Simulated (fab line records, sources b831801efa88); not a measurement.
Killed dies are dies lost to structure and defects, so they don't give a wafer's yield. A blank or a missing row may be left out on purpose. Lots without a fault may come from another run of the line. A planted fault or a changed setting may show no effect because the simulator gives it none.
Tool commonality check | flow sky130 | 12 lots, 36 wafers sampled

WHY IT WAS OPENED
At SKY_LDD_HVN_TW_MEAS_10 the reading LDD_HVN_TW is flagged on 2 of 12 lots. Wafers without a fault read 1443, standard deviation 17.
Rule: a lot is flagged when every wafer of it that has a number lies more than 4 standard deviations from that mean, or none has a number. The other lots count as sound.

lot  | measured     | on            | LDD_HVN_TW, wafer by wafer | flag
L954 | day 19 17:08 | film_metro-04 | 1462 1460 1460             |
L956 | day 20 17:05 | film_metro-01 | 1437 1444 1444             |
L958 | day 21 17:18 | film_metro-02 | 1432 1430 1435             |
L959 | day 21 20:16 | film_metro-02 | 1433 1429 1424             |
L961 | day 22 19:43 | film_metro-01 | 1444 1443 1442             |
L963 | day 24 02:46 | film_metro-04 | 1452 1462 1458             |
L964 | day 24 13:55 | film_metro-01 | 1431 1422 1431             |
L971 | day 26 03:46 | film_metro-04 | 1598 1605 1594             | FLAGGED
L972 | day 26 12:04 | film_metro-01 | 1571 1565 1571             | FLAGGED
L973 | day 27 01:22 | film_metro-01 | 1428 1429 1427             |
L974 | day 27 10:46 | film_metro-01 | 1423 1428 1421             |
L977 | day 28 02:46 | film_metro-04 | 1470 1463 1470             |
The numbers of the flagged lots are 1584 on average: +141 against the usual, or +8 standard deviations.

WHICH TOOL RAN EACH LOT
The record holds 2 process steps before the reading, out of a route of 708 steps. In each cell: the tool, then ch and the chambers that the sampled wafers went through, then the start.
lot  | flag    | SKY_GATE_OXIDE_STRIP_13              | SKY_LDD_HVN_IMPLANT_08
L954 |         | plasma_asher-04 ch 0,1, day 13 07:35 | implanter-03 ch 0, day 19 16:55
L956 |         | plasma_asher-02 ch 0,1, day 14 06:11 | implanter-02 ch 0, day 20 16:52
L958 |         | plasma_asher-03 ch 0,1, day 15 02:26 | implanter-03 ch 0, day 21 17:05
L959 |         | plasma_asher-04 ch 0,1, day 15 05:04 | implanter-03 ch 0, day 21 20:01
L961 |         | plasma_asher-02 ch 0,1, day 16 01:46 | implanter-03 ch 0, day 22 19:28
L963 |         | plasma_asher-03 ch 1, day 17 08:57   | implanter-02 ch 0, day 24 02:31
L964 |         | plasma_asher-03 ch 0,1, day 17 17:48 | implanter-02 ch 0, day 24 13:40
L971 | FLAGGED | plasma_asher-04 ch 0,1, day 19 13:31 | implanter-02 ch 0, day 26 03:31
L972 | FLAGGED | plasma_asher-04 ch 0,1, day 19 20:27 | implanter-02 ch 0, day 26 11:50
L973 |         | plasma_asher-02 ch 0,1, day 20 11:03 | implanter-04 ch 0, day 27 01:08
L974 |         | plasma_asher-02 ch 0,1, day 20 22:21 | implanter-03 ch 0, day 27 10:32
L977 |         | plasma_asher-02 ch 0,1, day 21 17:40 | implanter-03 ch 0, day 28 02:32
What these steps do:
- SKY_GATE_OXIDE_STRIP_13: strips in O2/N2.
- SKY_LDD_HVN_IMPLANT_08
- SKY_LDD_HVN_TW_MEAS_10

FLAGGED OVER TOTAL, TOOL BY TOOL (the gauges that took the reading come last)
step                    | tool            | lots run | flagged | share of the flagged lots | sound lots run after its first flagged lot
SKY_GATE_OXIDE_STRIP_13 | plasma_asher-02 | 5        | 0       | none                      | -
SKY_GATE_OXIDE_STRIP_13 | plasma_asher-03 | 3        | 0       | none                      | -
SKY_GATE_OXIDE_STRIP_13 | plasma_asher-04 | 4        | 2       | all                       | 0
SKY_LDD_HVN_IMPLANT_08  | implanter-02    | 5        | 2       | all                       | 0
SKY_LDD_HVN_IMPLANT_08  | implanter-03    | 6        | 0       | none                      | -
SKY_LDD_HVN_IMPLANT_08  | implanter-04    | 1        | 0       | none                      | -
SKY_LDD_HVN_TW_MEAS_10  | film_metro-01   | 6        | 1       | some                      | 2 (L973,L974)
SKY_LDD_HVN_TW_MEAS_10  | film_metro-02   | 2        | 0       | none                      | -
SKY_LDD_HVN_TW_MEAS_10  | film_metro-04   | 4        | 1       | some                      | 1 (L977)

WHAT THE TABLE ALLOWS
2 rows of the table ran every flagged lot: plasma_asher-04 at SKY_GATE_OXIDE_STRIP_13, implanter-02 at SKY_LDD_HVN_IMPLANT_08.
- plasma_asher-04 at SKY_GATE_OXIDE_STRIP_13: 2 of its 4 lots flagged. Its last sound lot is L959 (day 15 05:04), its first flagged lot L971 (day 19 13:31): a fault that began between those two fits.
- implanter-02 at SKY_LDD_HVN_IMPLANT_08: 2 of its 5 lots flagged. Its last sound lot is L964 (day 24 13:40), its first flagged lot L971 (day 26 03:31): a fault that began between those two fits. Its own readings lie more than 4 standard deviations out on every wafer of the flagged lots: beam_energy_keV.
Counting lots can't tell these 2 tools apart, because each fits a fault that began at some hour. More lots, or a look at what each step does to the wafer, might.

WHAT THE SIMULATOR HAD PUT IN
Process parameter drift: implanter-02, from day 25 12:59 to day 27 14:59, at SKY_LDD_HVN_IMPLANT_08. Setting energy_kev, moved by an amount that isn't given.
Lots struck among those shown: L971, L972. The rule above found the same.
